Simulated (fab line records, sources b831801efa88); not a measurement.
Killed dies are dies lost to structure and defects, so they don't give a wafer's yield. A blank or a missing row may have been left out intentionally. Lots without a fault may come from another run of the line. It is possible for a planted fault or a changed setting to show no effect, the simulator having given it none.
fab line records + flow sky130
[record]
- lots = 12
- wafers = 36
- lastDay = 50
route steps=708 shown NWELL@65 CONTACT@421 VIA1@460
lots untouched by any fault: they come from a run of this same line in which no faults occurred
startH: hours from the record's opening day to when the first of the lot's shown wafers began + waitH: hours elapsed since this lot's preceding step + " identical to the entry in the row above + L1.1+2: a single row standing in for several wafers + - no value present, or no start provided + * or withheld: withheld + < > ~ a bound
route shown NAME@n: a module of which the file shows steps, and the number in the route of the first + usual: mean/standard deviation taken from wafers without a fault + same: alike in all rows + chamber/n: place in a boat + sites: per-site readings + _std_site: their standard deviation + _edge_site: outer sites' mean less inner sites' + radiusMm: for every site, how far away it sits from the centre of the wafer + mask NAME#n: copy n + behind: the last tool/chamber to shape the wafer + hold: why the lot was held/for how many hours/how that ended + device: whichever transistor did not switch (one of n, p or np) + end of line: tests run on the same wafers once the route is complete + for a step that has no rows: nothing shown but its recipe + killed: at the first sort, the dies lost to defects and structure; wafer yield is something else + map: a wafer's dies, marking killed ones x, the rest . and places with no die _
set.NAME: the run value of the setting; set.NAME@STEP: its run value at that earlier step + model.NAME: the simulator's own value behind a step, which no gauge read
route steps across a sampled set of lots; one table per step, one row per wafer
services: when a tool's chamber went out of use (startH, in hours from the record's first day, below 0 if earlier), for how many hours, and the reason
[[steps]]
[step SKY_NWELL_IMPLANT_12]
[recipe]
- species = P
- energyKev = 120
- doseCm2 = 1.3e+12
- tiltDeg = withheld
[usual]
- beamOnS = 10.00/0.21
- doseIonsCm2 = 1.3001e+12/1.6e+09
- faradayCurrentUA = 7.33/0.15
[same]
- implantIonAmu = 31
| lot.wafer | tool         | chamber | startH | waitH | beamOnS | doseIonsCm2 | faradayCurrentUA |
|-----------|--------------|---------|--------|-------|---------|-------------|------------------|
| L485.1    | implanter-01 | 0       | 86.83  | 0.1   | 10.12   | 1.3011e+12  | 7.25             |
| L485.2    | "            | 0       | "      | "     | 10.19   | 1.3012e+12  | 7.20             |
| L485.4    | "            | 0       | "      | "     | 9.90    | 1.3006e+12  | 7.43             |
| L486.3    | implanter-04 | 0       | 91.46  | 0.1   | 10.02   | 1.2997e+12  | 7.32             |
| L486.5    | "            | 0       | "      | "     | 10.59   | 1.3026e+12  | 6.90             |
| L486.6    | "            | 0       | "      | "     | 9.83    | 1.2998e+12  | 7.46             |
| L488.2    | implanter-03 | 0       | 100.54 | 0.1   | 10.24   | 1.3012e+12  | 7.13             |
| L488.3    | "            | 0       | "      | "     | 10.00   | 1.3024e+12  | 7.35             |
| L488.6    | "            | 0       | "      | "     | 9.77    | 1.3015e+12  | 7.47             |
| L490.2    | implanter-04 | 0       | 115.44 | 0.1   | 9.82    | 1.299e+12   | 7.51             |
| L490.3    | "            | 0       | "      | "     | 9.90    | 1.2984e+12  | 7.43             |
| L490.4    | "            | 0       | "      | "     | 10.12   | 1.3019e+12  | 7.23             |
| L492.3    | implanter-04 | 0       | 125.63 | 0.1   | 10.16   | 1.3007e+12  | 7.21             |
| L492.4    | "            | 0       | "      | "     | 9.74    | 1.2991e+12  | 7.53             |
| L492.5    | "            | 0       | "      | "     | 9.56    | 1.3007e+12  | 7.66             |
| L495.2    | implanter-04 | 0       | 151.84 | 0.1   | 10.00   | 1.3009e+12  | 7.32             |
| L495.5    | "            | 0       | "      | "     | 10.42   | 1.3013e+12  | 7.03             |
| L495.6    | "            | 0       | "      | "     | 9.96    | 1.3004e+12  | 7.37             |
| L497.2    | implanter-01 | 0       | 163.50 | 0.1   | 10.19   | 1.3011e+12  | 7.19             |
| L497.4    | "            | 0       | "      | "     | 9.90    | 1.3011e+12  | 7.37             |
| L497.6    | "            | 0       | "      | "     | 9.94    | 1.2978e+12  | 7.38             |
| L503.1    | implanter-01 | 0       | 195.92 | 0.1   | 10.05   | 1.4669e+12  | 8.22             |
| L503.3    | "            | 0       | "      | "     | 10.22   | 1.4629e+12  | 8.05             |
| L503.5    | "            | 0       | "      | "     | 10.39   | 1.4641e+12  | 7.98             |
| L504.3    | implanter-01 | 0       | 200.11 | 0.1   | 9.82    | 1.4655e+12  | 8.38             |
| L504.4    | "            | 0       | "      | "     | 9.99    | 1.4636e+12  | 8.27             |
| L504.5    | "            | 0       | "      | "     | 10.10   | 1.4674e+12  | 8.19             |
| L505.1    | implanter-01 | 0       | 201.28 | 0.1   | 9.94    | 1.4642e+12  | 8.30             |
| L505.2    | "            | 0       | "      | "     | 9.83    | 1.4652e+12  | 8.37             |
| L505.5    | "            | 0       | "      | "     | 10.14   | 1.4623e+12  | 8.09             |
| L506.2    | implanter-04 | 0       | 220.30 | 0.1   | 9.76    | 1.302e+12   | 7.51             |
| L506.3    | "            | 0       | "      | "     | 10.02   | 1.2996e+12  | 7.31             |
| L506.5    | "            | 0       | "      | "     | 10.48   | 1.3005e+12  | 7.00             |
| L508.1    | implanter-03 | 0       | 228.58 | 0.1   | 10.12   | 1.301e+12   | 7.24             |
| L508.2    | "            | 0       | "      | "     | 9.81    | 1.3021e+12  | 7.54             |
| L508.5    | "            | 0       | "      | "     | 10.22   | 1.2991e+12  | 7.15             |
[step SKY_NWELL_RS_MEAS_29]
[recipe]
- thkMeasGauge = four-point-probe
[usual]
- NWELL_RS = 619.3/1.3
| lot.wafer | tool         | chamber | startH | waitH | NWELL_RS[ohm/sq] |
|-----------|--------------|---------|--------|-------|------------------|
| L485.1    | filmMetro-02 | -       | 104.18 | 0.1   | 621.6            |
| L485.2    | "            | -       | "      | "     | 618.0            |
| L485.4    | "            | -       | "      | "     | 622.1            |
| L486.3    | filmMetro-04 | -       | 109.56 | 0.1   | 619.0            |
| L486.5    | "            | -       | "      | "     | 617.5            |
| L486.6    | "            | -       | "      | "     | 619.2            |
| L488.2    | filmMetro-04 | -       | 118.86 | 0.1   | 620.1            |
| L488.3    | "            | -       | "      | "     | 620.7            |
| L488.6    | "            | -       | "      | "     | 618.8            |
| L490.2    | filmMetro-02 | -       | 132.95 | 0.1   | 619.4            |
| L490.3    | "            | -       | "      | "     | 620.3            |
| L490.4    | "            | -       | "      | "     | 621.0            |
| L492.3    | filmMetro-02 | -       | 145.02 | 0.1   | 621.3            |
| L492.4    | "            | -       | "      | "     | 619.6            |
| L492.5    | "            | -       | "      | "     | 620.1            |
| L495.2    | filmMetro-03 | -       | 171.79 | 0.1   | 616.7            |
| L495.5    | "            | -       | "      | "     | 619.3            |
| L495.6    | "            | -       | "      | "     | 618.5            |
| L497.2    | filmMetro-03 | -       | 184.59 | 0.1   | 618.6            |
| L497.4    | "            | -       | "      | "     | 621.9            |
| L497.6    | "            | -       | "      | "     | 620.8            |
| L503.1    | filmMetro-03 | -       | 217.94 | 0.1   | 614.5            |
| L503.3    | "            | -       | "      | "     | 616.1            |
| L503.5    | "            | -       | "      | "     | 615.2            |
| L504.3    | filmMetro-03 | -       | 222.46 | 0.1   | 616.6            |
| L504.4    | "            | -       | "      | "     | 614.2            |
| L504.5    | "            | -       | "      | "     | 617.1            |
| L505.1    | filmMetro-03 | -       | 224.19 | 0.1   | 614.9            |
| L505.2    | "            | -       | "      | "     | 613.5            |
| L505.5    | "            | -       | "      | "     | 614.8            |
| L506.2    | filmMetro-03 | -       | 243.19 | 0.1   | 618.7            |
| L506.3    | "            | -       | "      | "     | 618.0            |
| L506.5    | "            | -       | "      | "     | 618.2            |
| L508.1    | filmMetro-02 | -       | 252.14 | 0.1   | 618.3            |
| L508.2    | "            | -       | "      | "     | 618.2            |
| L508.5    | "            | -       | "      | "     | 618.3            |
[step SKY_CONTACT_OVL_MEAS_15]
[usual]
- CONTACT_OVL = 4/6.1
| lot.wafer | tool       | chamber | startH | waitH | CONTACT_OVL[nm] |
|-----------|------------|---------|--------|-------|-----------------|
| L485.1    | overlay-01 | -       | 719.80 | 0.1   | 8               |
| L485.2    | "          | -       | "      | "     | 1               |
| L485.4    | "          | -       | "      | "     | 6               |
| L486.3    | overlay-01 | -       | 734.95 | 0.1   | -6              |
| L486.5    | "          | -       | "      | "     | -5              |
| L486.6    | "          | -       | "      | "     | 1               |
| L488.2    | overlay-02 | -       | 748.75 | 0.1   | 14              |
| L488.3    | "          | -       | "      | "     | 13              |
| L488.6    | "          | -       | "      | "     | 16              |
| L490.2    | overlay-02 | -       | 767.10 | 0.1   | 1               |
| L490.3    | "          | -       | "      | "     | -2              |
| L490.4    | "          | -       | "      | "     | 3               |
| L492.3    | overlay-02 | -       | 785.61 | 0.1   | -3              |
| L492.4    | "          | -       | "      | "     | 4               |
| L492.5    | "          | -       | "      | "     | 8               |
| L495.2    | overlay-02 | -       | 819.81 | 0.1   | 2               |
| L495.5    | "          | -       | "      | "     | 9               |
| L495.6    | "          | -       | "      | "     | 6               |
| L497.2    | overlay-02 | -       | 838.81 | 0.1   | 3               |
| L497.4    | "          | -       | "      | "     | 11              |
| L497.6    | "          | -       | "      | "     | 3               |
| L503.1    | overlay-01 | -       | 875.89 | 0.1   | 8               |
| L503.3    | "          | -       | "      | "     | 5               |
| L503.5    | "          | -       | "      | "     | 3               |
| L504.3    | overlay-01 | -       | 879.91 | 0.1   | 0               |
| L504.4    | "          | -       | "      | "     | -1              |
| L504.5    | "          | -       | "      | "     | -7              |
| L505.1    | overlay-02 | -       | 885.55 | 0.1   | 10              |
| L505.2    | "          | -       | "      | "     | 6               |
| L505.5    | "          | -       | "      | "     | 9               |
| L506.2    | overlay-02 | -       | 908.31 | 0.1   | 10              |
| L506.3    | "          | -       | "      | "     | 4               |
| L506.5    | "          | -       | "      | "     | 5               |
| L508.1    | overlay-02 | -       | 924.26 | 0.1   | 1               |
| L508.2    | "          | -       | "      | "     | 6               |
| L508.5    | "          | -       | "      | "     | 4               |
[step SKY_CONTACT_STRIP_19]
[recipe]
- chemistry = O2/N2
- powerW = 1400
- pressureMtorr = 1500
- platenTempC = withheld
- o2FlowSccm = 3000
- n2FlowSccm = 300
- overashFraction = 0.5
[usual]
- drypumpMotorCurrentA = 5.7/0.38
- oesProductAu = 0.381/0.0051
- stripTimeToEndpointS = 3.608/0.03
| lot.wafer | tool           | chamber | startH | waitH | drypumpMotorCurrentA | oesProductAu | rfHoursCounterH | stripTimeToEndpointS |
|-----------|----------------|---------|--------|-------|----------------------|--------------|-----------------|----------------------|
| L485.1    | plasmaAsher-04 | 1       | 719.97 | -     | 5.0                  | 0.387        | 28              | 3.628                |
| L485.2    | "              | 0       | "      | "     | 5.9                  | 0.386        | 28              | 3.641                |
| L485.4    | "              | 1       | "      | "     | 5.0                  | 0.370        | -               | 3.612                |
| L486.3    | plasmaAsher-02 | 0       | 735.14 | -     | 5.3                  | 0.375        | -               | 3.586                |
| L486.5    | "              | 1       | "      | "     | 5.9                  | 0.382        | -               | 3.550                |
| L486.6    | "              | 0       | "      | "     | 5.3                  | 0.374        | -               | 3.571                |
| L488.2    | plasmaAsher-04 | 0       | 748.92 | -     | 5.9                  | 0.381        | 31              | 3.609                |
| L488.3    | "              | 1       | "      | "     | 5.0                  | 0.383        | -               | 3.614                |
| L488.6    | "              | 0       | "      | "     | 5.9                  | 0.378        | -               | 3.600                |
| L490.2    | plasmaAsher-02 | 1       | 767.26 | -     | 5.9                  | 0.383        | 65              | 3.587                |
| L490.3    | "              | 0       | "      | "     | 5.3                  | 0.385        | -               | 3.624                |
| L490.4    | "              | 1       | "      | "     | 5.9                  | 0.378        | -               | 3.581                |
| L492.3    | plasmaAsher-04 | 1       | 785.80 | -     | 5.0                  | 0.383        | -               | 3.595                |
| L492.4    | "              | 0       | "      | "     | 5.9                  | 0.381        | -               | 3.599                |
| L492.5    | "              | 0       | "      | "     | 5.9                  | 0.379        | -               | 3.603                |
| L495.2    | plasmaAsher-03 | 0       | 819.98 | -     | 6.2                  | 0.390        | 8               | 3.620                |
| L495.5    | "              | 0       | "      | "     | 6.2                  | 0.375        | -               | 3.609                |
| L495.6    | "              | 1       | "      | "     | 5.7                  | 0.391        | -               | 3.633                |
| L497.2    | plasmaAsher-04 | 1       | 838.97 | -     | 5.0                  | 0.375        | 40              | 3.638                |
| L497.4    | "              | 1       | "      | "     | 5.0                  | 0.379        | -               | 3.596                |
| L497.6    | "              | 1       | "      | "     | 5.0                  | 0.387        | -               | 3.646                |
| L503.1    | plasmaAsher-03 | 0       | 876.06 | -     | 6.2                  | 0.391        | 13              | 3.583                |
| L503.3    | "              | 0       | "      | "     | 6.1                  | 0.383        | -               | 3.635                |
| L503.5    | "              | 1       | "      | "     | 5.7                  | 0.389        | -               | 3.610                |
| L504.3    | plasmaAsher-03 | 1       | 880.10 | -     | 5.7                  | 0.380        | -               | 3.594                |
| L504.4    | "              | 0       | "      | "     | 6.2                  | 0.386        | -               | 3.664                |
| L504.5    | "              | 1       | "      | "     | 5.7                  | 0.378        | -               | 3.636                |
| L505.1    | plasmaAsher-03 | 1       | 885.72 | -     | 5.7                  | 0.384        | 14              | 3.620                |
| L505.2    | "              | 0       | "      | "     | 6.2                  | 0.384        | 14              | 3.612                |
| L505.5    | "              | 0       | "      | "     | 6.1                  | 0.378        | -               | 3.610                |
| L506.2    | plasmaAsher-03 | 1       | 908.47 | -     | 5.7                  | 0.386        | 16              | 3.549                |
| L506.3    | "              | 0       | "      | "     | 6.2                  | 0.374        | -               | 3.656                |
| L506.5    | "              | 0       | "      | "     | 6.2                  | 0.376        | -               | 3.542                |
| L508.1    | plasmaAsher-02 | 1       | 924.43 | -     | 5.9                  | 0.382        | 81              | 3.596                |
| L508.2    | "              | 0       | "      | "     | 5.3                  | 0.382        | 81              | 3.638                |
| L508.5    | "              | 1       | "      | "     | 5.9                  | 0.379        | -               | 3.620                |
[step SKY_VIA1_CMP_02]
[recipe]
- material = SiO2
- downForcePsi = 4
- platenRpm = 60
- padVelocityMS = 0.94248
[usual]
- motorCurrentA = 12.4/1
| lot.wafer | tool   | chamber | startH | waitH | motorCurrentA |
|-----------|--------|---------|--------|-------|---------------|
| L485.4    | cmp-01 | 0       | 749.68 | 0.0   | 11.9          |
| L485.1    | "      | 2       | "      | "     | 13.7          |
| L485.2    | "      | 3       | "      | "     | 12.7          |
| L486.3    | cmp-01 | 2       | 764.62 | 0.1   | 13.7          |
| L486.5    | "      | 1       | "      | "     | 12.5          |
| L486.6    | "      | 2       | "      | "     | 13.9          |
| L488.2    | cmp-02 | 0       | 778.59 | 0.1   | 13.5          |
| L488.3    | "      | 1       | "      | "     | 11.1          |
| L488.6    | "      | 3       | "      | "     | 10.8          |
| L490.2    | cmp-02 | 0       | 796.56 | 0.0   | 13.3          |
| L490.4    | "      | 1       | "      | "     | 10.9          |
| L490.3    | "      | 3       | "      | "     | 10.4          |
| L492.4    | cmp-02 | 2       | 814.82 | 0.1   | 12.9          |
| L492.3    | "      | 3       | "      | "     | 10.6          |
| L492.5    | "      | 0       | "      | "     | 13.1          |
| L495.2    | cmp-01 | 2       | 849.38 | 0.1   | 13.3          |
| L495.5    | "      | 0       | "      | "     | 12.0          |
| L495.6    | "      | 1       | "      | "     | 12.4          |
| L497.2    | cmp-02 | 1       | 867.65 | 0.1   | 10.8          |
| L497.4    | "      | 2       | "      | "     | 13.5          |
| L497.6    | "      | 0       | "      | "     | 13.2          |
| L503.3    | cmp-01 | 2       | 904.60 | 0.1   | 14.0          |
| L503.1    | "      | 3       | "      | "     | 12.4          |
| L503.5    | "      | 1       | "      | "     | 12.6          |
| L504.4    | cmp-01 | 0       | 908.40 | 0.0   | 11.5          |
| L504.3    | "      | 2       | "      | "     | 13.5          |
| L504.5    | "      | 0       | "      | "     | 12.6          |
| L505.1    | cmp-01 | 1       | 913.38 | 0.2   | 12.9          |
| L505.2    | "      | 3       | "      | "     | 12.0          |
| L505.5    | "      | 1       | "      | "     | 13.1          |
| L506.3    | cmp-02 | 0       | 936.22 | 0.1   | 13.2          |
| L506.2    | "      | 1       | "      | "     | 10.4          |
| L506.5    | "      | 3       | "      | "     | 11.0          |
| L508.2    | cmp-02 | 0       | 951.85 | 0.1   | 13.6          |
| L508.1    | "      | 1       | "      | "     | 10.9          |
| L508.5    | "      | 3       | "      | "     | 10.6          |
[[services]]
| tool   | chamber | startH | hours | kind   |
|--------|---------|--------|-------|--------|
| cmp-01 | -       | 64.00  | 4.0   | pm     |
| cmp-01 | -       | 66.88  | 0.8   | repair |
| cmp-01 | -       | 70.65  | 2.6   | repair |
| cmp-01 | -       | 137.72 | 0.6   | repair |
| cmp-01 | -       | 152.47 | 21.9  | pm     |
| cmp-01 | -       | 181.88 | 5.9   | repair |
| cmp-02 | -       | 186.57 | 6.7   | repair |
| cmp-01 | -       | 224.73 | 0.6   | repair |
| cmp-02 | -       | 232.00 | 4.0   | pm     |
| cmp-02 | -       | 243.98 | 0.3   | repair |
| cmp-02 | -       | 251.70 | 6.3   | repair |
| cmp-02 | -       | 267.58 | 4.6   | pm     |
| cmp-02 | -       | 317.20 | 5.0   | pm     |
| cmp-01 | -       | 338.12 | 4.7   | pm     |
| cmp-01 | -       | 364.46 | 0.5   | repair |
| cmp-01 | -       | 383.40 | 0.6   | repair |
| cmp-02 | -       | 385.20 | 13.5  | repair |
| cmp-01 | -       | 404.00 | 4.0   | pm     |
| cmp-02 | -       | 415.22 | 0.4   | repair |
| cmp-02 | -       | 426.84 | 0.7   | repair |
| cmp-01 | -       | 454.22 | 9.7   | pm     |
| cmp-01 | -       | 471.35 | 0.4   | repair |
| cmp-01 | -       | 493.00 | 2.0   | repair |
| cmp-01 | -       | 542.45 | 0.7   | repair |
[[key]]
[firstSign]
- step = SKY_NWELL_IMPLANT_12
- reading = doseIonsCm2
- direction = up
- sigmas = 99+
- usual = *
- struck = *
[effect]
- step = SKY_NWELL_IMPLANT_12
- reading = faradayCurrentUA
- direction = up
- sigmas = 5.8
- usual = 7.33
- struck = 8.20
[effect]
- step = SKY_NWELL_RS_MEAS_29
- reading = NWELL_RS
- direction = down
- sigmas = 3.1
- usual = 619.3
- struck = 615.2
metAt SKY_NWELL_IMPLANT_12
struckLots L503,L504,L505
testerLeftOut L503,L504,L505
notActingAt SKY_CONTACT_OVL_MEAS_15,SKY_CONTACT_STRIP_19,SKY_VIA1_CMP_02
onsetBetween 163.50 195.92
[fault]
- kind = processParameterDrift
- tool = implanter-01
- chamber = -
- onsetH = 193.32
- steps = SKY_NWELL_IMPLANT_12
- channel = doseCm2
- offset = *
- shape = step
- endH = 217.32
- actsIn = *
- stated = *
// testerLeftOut: of these lots the tester's yield and bins aren't shown, on N5 and GAA mostly nor the transistor test; their killed dies are dies lost to structure and defects alone, not to doping, threshold or leakage, so they don't give the yield
